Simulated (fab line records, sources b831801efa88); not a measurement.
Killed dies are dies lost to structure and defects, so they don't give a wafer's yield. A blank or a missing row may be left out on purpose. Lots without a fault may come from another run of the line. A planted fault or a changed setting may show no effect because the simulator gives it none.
Chamber matching | flow gf180mcu | GF_V5_CMP_26 on cmp-01: 4 sister chambers
The step polishes, stops on SiO2, t overpolish 15 s, target thk 0 nm. 8 wafers are shown with their chamber, then 12 later ones without.

WAFERS WITH THEIR CHAMBER
wafer  | chamber | motor_current_A (A) | time_to_endpoint_s (s)
L076.5 | 0       | 11.5                | 84
L079.6 | 0       | 11.3                | 87
L083.4 | 3       | 10.5                | 87
L084.2 | 3       | 10.7                | 86
L084.5 | 2       | 11.3                | 88
L086.1 | 1       | 9.3                 | 84
L086.2 | 2       | 10.2                | 87
L086.5 | 1       | 9.1                 | 83

WAFERS WITHOUT THEIR CHAMBER
wafer  | motor_current_A (A) | time_to_endpoint_s (s)
L088.1 | 8.9                 | 80
L088.4 | 10.9                | 81
L088.5 | 9.3                 | 83
L091.2 | 9.8                 | 84
L091.4 | 9.3                 | 81
L091.5 | 11.3                | 84
L093.1 | 9.6                 | 84
L093.3 | 10.3                | 92
L093.6 | 10.3                | 90
L097.4 | 10.9                | 82
L097.5 | 11.5                | 78
L097.6 | 9.2                 | 76

WHICH CHAMBER EACH WENT THROUGH
wafer  | from the rows above               | in truth
L088.1 | 1                                 | 1
L088.4 | can't be placed: 0 or 3 or 1 or 2 | 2
L088.5 | 1                                 | 1
L091.2 | can't be placed: 1 or 3           | 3
L091.4 | 1                                 | 1
L091.5 | can't be placed: 0 or 3 or 2      | 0
L093.1 | 1                                 | 1
L093.3 | can't be placed: 2 or 3           | 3
L093.6 | can't be placed: 2 or 3           | 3
L097.4 | can't be placed: 0 or 3 or 1 or 2 | 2
L097.5 | can't be placed: 0 or 1 or 3 or 2 | 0
L097.6 | 1                                 | 1
Placed correctly: 5 of 12. Can't be placed from these rows: 7 (the true chamber is among the candidates in 7). Placed wrongly: 0.
How it was worked out, from the rows above alone: a wafer's distance from a chamber is the root of the sum, over the readings, of the square of ((its reading less the chamber's mean) divided by the reading's scatter). The wafer belongs to the nearest chamber; if the next one is less than 2 further off, it can't be placed. A chamber's mean is the mean of its shown wafers. The scatter: the root of (the sum of the squares of (reading less its chamber's mean) over the shown wafers, divided by (wafers less chambers)).
